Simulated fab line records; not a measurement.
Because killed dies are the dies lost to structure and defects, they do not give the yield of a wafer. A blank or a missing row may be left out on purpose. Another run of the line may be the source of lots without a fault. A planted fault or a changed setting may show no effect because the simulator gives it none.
Matching of chambers | flow sky130 | SKY_POLY_CUT_ETCH_10 on rie_diel-03 has 4 sister chambers
The step etches BARC in N2/H2, stops on SiO2, time 45.9 s, target depth 60 nm. 18 wafers are shown with their chamber, then 9 later ones without.

## WAFERS WITH THEIR CHAMBER
wafer  | chamber | drypump_motor_current_A (A) | throttle_valve_pct (%) | oes_product_au (a.u.)
L074.1 | 0       | 5.9                         | 13.217                 | 0.862
L074.3 | 3       | 6.0                         | 13.224                 | 0.857
L074.4 | 2       | 6.4                         | 13.216                 | 0.855
L075.1 | 1       | 6.2                         | 13.216                 | 0.855
L075.3 | 3       | 6.0                         | 13.230                 | 0.851
L075.4 | 0       | 5.8                         | 13.212                 | 0.858
L076.3 | 3       | 6.0                         | 13.229                 | 0.854
L076.4 | 1       | 6.2                         | 13.213                 | 0.856
L076.6 | 1       | 6.2                         | 13.205                 | 0.861
L080.4 | 3       | 6.0                         | 13.241                 | 0.859
L080.5 | 1       | 6.2                         | 13.218                 | 0.859
L080.6 | 0       | 5.8                         | 13.222                 | 0.861
L083.1 | 0       | 5.9                         | 13.224                 | 0.855
L083.2 | 2       | 6.4                         | 13.206                 | 0.861
L083.6 | 2       | 6.4                         | 13.221                 | 0.854
L091.3 | 2       | 6.3                         | 13.219                 | 0.848
L091.4 | 2       | 6.4                         | 13.228                 | 0.847
L091.5 | 3       | 6.0                         | 13.237                 | 0.852

SIGNATURES (means of the wafers above)
reading                 | chamber 0 | chamber 1 | chamber 2 | chamber 3 | scatter within a chamber
drypump_motor_current_A | 5.850     | 6.200     | 6.380     | 6.000     | 0.0359
throttle_valve_pct      | 13.21875  | 13.21300  | 13.21800  | 13.23220  | 0.00668
oes_product_au          | 0.85900   | 0.85775   | 0.85300   | 0.85460   | 0.00404
Rule: for each reading, subtract the chamber's mean from the wafer's reading, divide by that reading's scatter and square the result; add these up over the readings and take the root, which gives the wafer's distance from the chamber. The wafer belongs to the nearest chamber; if the next one is less than 2 further off, it can't be placed. The scatter: take each reading less its chamber's mean, square it, sum over the shown wafers, divide by the number of wafers less the number of chambers, and take the root.

## WAFERS WHOSE CHAMBER IS MISSING
wafer  | drypump_motor_current_A (A) | throttle_valve_pct (%) | oes_product_au (a.u.)
L093.1 | 5.9                         | 13.236                 | 0.856
L093.2 | 6.4                         | 13.214                 | 0.860
L093.3 | 6.2                         | 13.223                 | 0.862
L094.2 | 6.2                         | 13.207                 | 0.856
L094.4 | 5.8                         | 13.211                 | 0.859
L094.6 | 6.0                         | 13.212                 | 0.855
L097.1 | 6.4                         | 13.250                 | 0.856
L097.4 | 6.0                         | 13.223                 | 0.860
L097.6 | 6.2                         | 13.214                 | 0.852

## CHAMBER TAKEN BY EACH
wafer  | from the rows above     | in truth
L093.1 | can't be placed: 3 or 0 | 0
L093.2 | 2                       | 2
L093.3 | 1                       | 1
L094.2 | 1                       | 1
L094.4 | 0                       | 0
L094.6 | can't be placed: 3 or 0 | 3
L097.1 | 2                       | 2
L097.4 | 3                       | 3
L097.6 | 1                       | 1
Correct placement for 7 of the 9. From these rows, 2 cannot be placed; in 2 the true chamber is one of the candidates. Placed wrongly: 0.
